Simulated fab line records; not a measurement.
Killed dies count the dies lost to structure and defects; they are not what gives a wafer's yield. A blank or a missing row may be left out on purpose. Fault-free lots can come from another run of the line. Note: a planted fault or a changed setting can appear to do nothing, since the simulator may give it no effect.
Struck lot and sound lot, side by side :: flow sfq line :: 41 out of 325 route steps
Sound: these wafers, L494.1, L494.3, L494.4. Struck: wafers L497.4, L497.6. At the end, the cause is stated.
Per side, at each step with rows, come the tool, then ch with its chambers, and then its first start. Under that, the readings that differ: sound wafers :: struck wafers :: difference of the means :: sigmas: that difference in standard deviations of wafers without a fault.
alike: a reading whose means differ by less than 2 such deviations, as well as words and numbers matching on both sides. not compared: withheld readings; readings where some wafer has no value; bounds like >300 that might hide an equal value; numbers whose values overlap and for which the record gives no deviation.
The two part at a step that has a row with sigmas, a row that says differs or no value, or rows on one side only. When numbers do not overlap yet have no deviation, they are printed without sigmas and do not part them. Lack of a reading on every wafer of one side parts them only where that side has two or more wafers.

SFQ_I2_OVL_MEAS_918:
  struck on overlay-02, day 40 21:32; sound on overlay-01, day 34 06:23
  alike: I2_OVL
SFQ_TRILAYER_I2_VIA_BARC_OPEN_VIA_ETCH_096: etches BARC in O2, target depth 125 nm, time 41.7 s.
  sound on rie diel-01 ch 1,2,3, day 34 06:25; struck on rie diel-03 ch 1,2, day 40 21:32
  alike: drypump motor current A, oes product au, rf fwd power W
  not compared: rf hours counter h
SFQ_TRILAYER_I2_VIA_ETCH_VIA_ETCH_070: etches SiO2 in CHF3, stops on Nb, target depth 260 nm.
  sound on rie diel-01 ch 1,2,3, day 34 06:27; struck on rie diel-03 ch 1,2, day 40 21:35
  alike: drypump motor current A, oes product au, rf fwd power W
then, 4 steps without rows for these wafers: SFQ_TRILAYER_I2_VIA_STRIP_STRIP_071 (strips in O2); SFQ_TRILAYER_I2_VIA_STRIP_SOLV_CLEAN_072 (cleans in NMP, time 600 s); SFQ_TRILAYER_M3_DEP_PRE_CLEAN_074 (time 22.5 s); SFQ_TRILAYER_M3_DEP_SPUTTER_073 (material Nb, target thk 200 nm, time 133.3 s).
SFQ_M3_RS_MEAS_919: measurement is done with a four-point probe.
  struck on film metro-03, day 40 22:39; sound on film metro-02, day 34 07:29
  alike: M3_NB_RS
then, 3 steps without rows for these wafers: SFQ_TRILAYER_M3_LITHO_COAT_080 (resist thk 62 nm); SFQ_TRILAYER_M3_LITHO_COAT_075 (resist thk 600 nm); SFQ_TRILAYER_M3_LITHO_SOFTBAKE_079.
-- the record jumps here: 5 days lie between the struck wafers' starts before and after --
SFQ_TRILAYER_M3_LITHO_EXPOSE_076: exposes mask M3, target cd 500 nm.
  sound on krf scanner-01 ch 0, day 37 07:15; struck on krf scanner-02 ch 0, day 45 21:40
  alike: mask
then, 2 steps without rows for these wafers: SFQ_TRILAYER_M3_LITHO_PEB_078 (peb time 60 s); SFQ_TRILAYER_M3_LITHO_DEVELOP_077 (time 60 s).
SFQ_M3_OVL_MEAS_921:
  struck on overlay-01, day 45 22:35; sound on overlay-01, day 37 08:45
reading: M3_OVL (nm)
sound: 0 -6 -3
struck: 10 10
difference: +13
sigmas: +2
SFQ_TRILAYER_M3_BARC_OPEN_METAL_ETCH_100: etches BARC in O2, target depth 125 nm, time 41.7 s.
  sound on rie metal-01 ch 0,1, day 37 08:47; struck on rie metal-01 ch 0,1, day 45 22:37
reading: model.M3.cd nm (nm)
sound: 499.2 499.8 499.7
struck: 492.5 492.7
difference: -7.0
sigmas: 
  alike: drypump motor current A, oes product au, rf fwd power W
  not compared: rf hours counter h
SFQ_TRILAYER_M3_ETCH_METAL_ETCH_078: etches Nb in Cl2/Ar, stops on SiO2, target depth 240 nm, time 120 s.
  sound on rie metal-01 ch 0,1, day 37 08:51; struck on rie metal-01 ch 0,1, day 45 22:42
reading: model.M3.cd nm (nm)
sound: 500.2 501.2 500.4
struck: 493.5 494.5
difference: -6.6
sigmas: 
  alike: drypump motor current A, oes product au, rf fwd power W
  not compared: rf hours counter h
then, 3 steps without rows for these wafers: SFQ_TRILAYER_M3_STRIP_STRIP_079 (strips in O2); SFQ_TRILAYER_M3_STRIP_SOLV_CLEAN_080 (cleans in NMP, time 600 s); SFQ_TRILAYER_I3_DEP_PECVD_081 (deposits SiO2 from SiH4/N2O, time 111.11 s, target thk 500 nm).
SFQ_TRILAYER_I3_CMP_CMP_082: polishes SiO2.
  sound on cmp-01 ch 1,2,3, day 38 04:17; struck on cmp-02 ch 2,3, day 46 00:40
reading: time to endpoint s (s)
sound: 214 206 216
struck: 228 225
difference: +14
sigmas: +2
  alike: motor current A
SFQ_I3_BOW_MEAS_922:
  struck on film metro-03, day 46 02:43; sound on film metro-04, day 38 06:47
  alike: I3_BOW
then, 7 steps without rows for these wafers: SFQ_TRILAYER_I3_METRO_MEASURE_083; SFQ_TRILAYER_I3_VIA_LITHO_COAT_090 (resist thk 62 nm); SFQ_TRILAYER_I3_VIA_LITHO_COAT_085 (resist thk 650 nm); SFQ_TRILAYER_I3_VIA_LITHO_SOFTBAKE_089; SFQ_TRILAYER_I3_VIA_LITHO_EXPOSE_086 (exposes mask I3, target cd 500 nm); SFQ_TRILAYER_I3_VIA_LITHO_PEB_088 (peb time 60 s); SFQ_TRILAYER_I3_VIA_LITHO_DEVELOP_087 (time 60 s).
-- the record jumps here: 5 days lie between the struck wafers' starts before and after --
SFQ_I3_OVL_MEAS_923:
  struck on overlay-02, day 51 14:26; sound on overlay-02, day 42 17:49
  alike: I3_OVL
then, 2 steps without rows for these wafers: SFQ_TRILAYER_I3_VIA_BARC_OPEN_VIA_ETCH_121 (etches BARC in O2, target depth 125 nm, time 41.7 s); SFQ_TRILAYER_I3_VIA_ETCH_VIA_ETCH_088 (etches SiO2 in CHF3, stops on Nb, target depth 260 nm).
SFQ_TRILAYER_I3_VIA_STRIP_STRIP_089: strips in O2.
  sound on rie metal-03 ch 0,1, day 42 18:01; struck on rie metal-01 ch 0,1, day 51 14:49
  alike: drypump motor current A, oes product au
  not compared: rf hours counter h
then, 2 steps without rows for these wafers: SFQ_TRILAYER_I3_VIA_STRIP_SOLV_CLEAN_090 (cleans in NMP, time 600 s); SFQ_TRILAYER_M4_DEP_PRE_CLEAN_092 (time 22.5 s).
SFQ_TRILAYER_M4_DEP_SPUTTER_091: material Nb, target thk 200 nm, time 133.3 s.
  struck on pvd sputter-04, day 51 15:25; sound on pvd sputter-03, day 42 18:49
  alike: resputter cathode voltage v, throttle valve pct
SFQ_M4_RS_MEAS_924: measurement is done with a four-point probe.
  struck on film metro-02, day 51 15:34; sound on film metro-03, day 42 18:55
  alike: M4_NB_RS
then, 3 steps without rows for these wafers: SFQ_TRILAYER_M4_LITHO_COAT_098 (resist thk 62 nm); SFQ_TRILAYER_M4_LITHO_COAT_093 (resist thk 600 nm); SFQ_TRILAYER_M4_LITHO_SOFTBAKE_097.
-- the record jumps here: 29 days lie between the struck wafers' starts before and after --
SFQ_M8_BOW_MEAS_951:
  struck on film metro-02, day 80 19:11; sound on film metro-04, day 79 06:23
reading: model.etest.m3.ohm um
sound: 1.772 1.784 1.779
struck: 1.798 1.792
difference: +0.017
sigmas: 
  alike: M8_BOW

WHERE THEY PART
First at SFQ_M3_OVL_MEAS_921; last, within this record, at SFQ_TRILAYER_I3_CMP_CMP_082. Later steps at which nothing parts them and some readings are alike: SFQ_I3_BOW_MEAS_922, SFQ_I3_OVL_MEAS_923, SFQ_TRILAYER_I3_VIA_STRIP_STRIP_089, SFQ_TRILAYER_M4_DEP_SPUTTER_091, SFQ_M4_RS_MEAS_924, SFQ_M8_BOW_MEAS_951.

WHY: the cause the simulator had injected
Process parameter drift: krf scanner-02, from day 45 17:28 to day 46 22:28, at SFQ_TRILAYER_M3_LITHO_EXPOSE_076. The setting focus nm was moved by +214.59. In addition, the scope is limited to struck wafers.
